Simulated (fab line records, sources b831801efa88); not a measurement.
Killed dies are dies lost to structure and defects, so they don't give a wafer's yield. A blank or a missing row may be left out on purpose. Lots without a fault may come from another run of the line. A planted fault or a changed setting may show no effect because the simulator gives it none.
Split-lot experiment | flow gf180mcu | 5 lots, 23 wafers read, on a route of 602 steps

THE SPLIT
At GF_MIM_SPUTTER_04 (material TiN, target thk 50 nm, time 41.7 s), the setting power_w was moved away from the recipe's 6500 W on 6 of the 23 wafers read, by -11.5% to +8.6%. The other wafers ran this setting at the recipe's value.

The reading is taken at the split's own step.

THE READING
TiN_of_MIM_SPUTTER_04.thk_nm (the simulator's own value, which no gauge read), in nm, at GF_MIM_SPUTTER_04 (material TiN, target thk 50 nm, time 41.7 s). The file gives no usual value for it. The 17 wafers here that ran the recipe average 49.63 nm, standard deviation 0.49 nm.

wafer  | tool, chamber at the split | power_w as run, W | against the recipe | TiN_of_MIM_SPUTTER_04.thk_nm, nm | against lot-mates on the recipe
L074.1 | pvd_sputter-01, -          | 6500              | recipe             | 48.95                            | -
L074.2 | pvd_sputter-01, -          | 6500              | recipe             | 48.9                             | -
L074.3 | pvd_sputter-01, -          | 6500              | recipe             | 49.22                            | -
L078.1 | pvd_sputter-01, -          | 5750              | -11.5%             | 44.54                            | -5.22
L078.2 | pvd_sputter-01, -          | 5750              | -11.5%             | 43.97                            | -5.79
L078.3 | pvd_sputter-01, -          | 6500              | recipe             | 50.22                            | -
L078.4 | pvd_sputter-01, -          | 6500              | recipe             | 49.64                            | -
L078.6 | pvd_sputter-01, -          | 6500              | recipe             | 49.42                            | -
L081.1 | pvd_sputter-01, -          | 7057              | +8.6%              | 55.04                            | +4.65
L081.3 | pvd_sputter-01, -          | 6500              | recipe             | 50.26                            | -
L081.6 | pvd_sputter-01, -          | 6500              | recipe             | 50.26                            | -
L081.4 | pvd_sputter-01, -          | 6500              | recipe             | 50.64                            | -
L081.5 | pvd_sputter-01, -          | 7057              | +8.6%              | 54.84                            | +4.45
L082.1 | pvd_sputter-02, -          | 6500              | recipe             | 49.27                            | -
L082.3 | pvd_sputter-02, -          | 5754              | -11.5%             | 44.17                            | -5.38
L082.4 | pvd_sputter-02, -          | 5754              | -11.5%             | 43.76                            | -5.79
L082.5 | pvd_sputter-02, -          | 6500              | recipe             | 49.69                            | -
L082.6 | pvd_sputter-02, -          | 6500              | recipe             | 49.69                            | -
L085.1 | pvd_sputter-02, -          | 6500              | recipe             | 49.68                            | -
L085.2 | pvd_sputter-02, -          | 6500              | recipe             | 48.92                            | -
L085.3 | pvd_sputter-02, -          | 6500              | recipe             | 49.47                            | -
L085.4 | pvd_sputter-02, -          | 6500              | recipe             | 49.93                            | -
L085.6 | pvd_sputter-02, -          | 6500              | recipe             | 49.56                            | -

THE FIT
A straight line over all 23 wafers: TiN_of_MIM_SPUTTER_04.thk_nm changes by +0.516 nm for each +1% of power_w; r = +0.98; the points scatter about the line by 0.55 nm.
The same after taking each lot's own level away (the mean of its wafers on the recipe; 23 wafers): +0.495 nm for each +1%; r = +0.99; scatter 0.28 nm.
On that fit, the largest move of power_w shifts the reading by 5.7 nm.
The lots' own levels span 49.023 to 50.387 nm, that is 2.8 times the standard deviation above.
So the lot-to-lot level changes the slope little: the two slopes agree.
Check: with one of the wafers moved furthest among these (-11.5%) left out of the fit, the line predicts -5.77 nm for it against its lot-mates. It came out at -5.22 nm against them.

OTHER SPLITS ON THESE WAFERS
These wafers also went through other splits before the reading. Each is held against what the fit with the lots' levels taken away leaves over:
other split on the same wafers  | wafers away from the commonest value | r with TiN_of_MIM_SPUTTER_04.thk_nm (lot level and that fit taken away)
GF_V4_CMP_04 leave_above_ref_nm | 7                                    | +0.14
GF_V4_COAT_09 resist_thk_nm     | 7                                    | +0.06
GF_V4_ETCH_17 bias_w            | 5                                    | +0.14
GF_MIM_SPUTTER_03 time_s        | 9                                    | +0.40

THE FILE'S OWN FIT
TiN_of_MIM_SPUTTER_04.thk_nm changes by +0.492 nm for each +1% of power_w, r = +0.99.
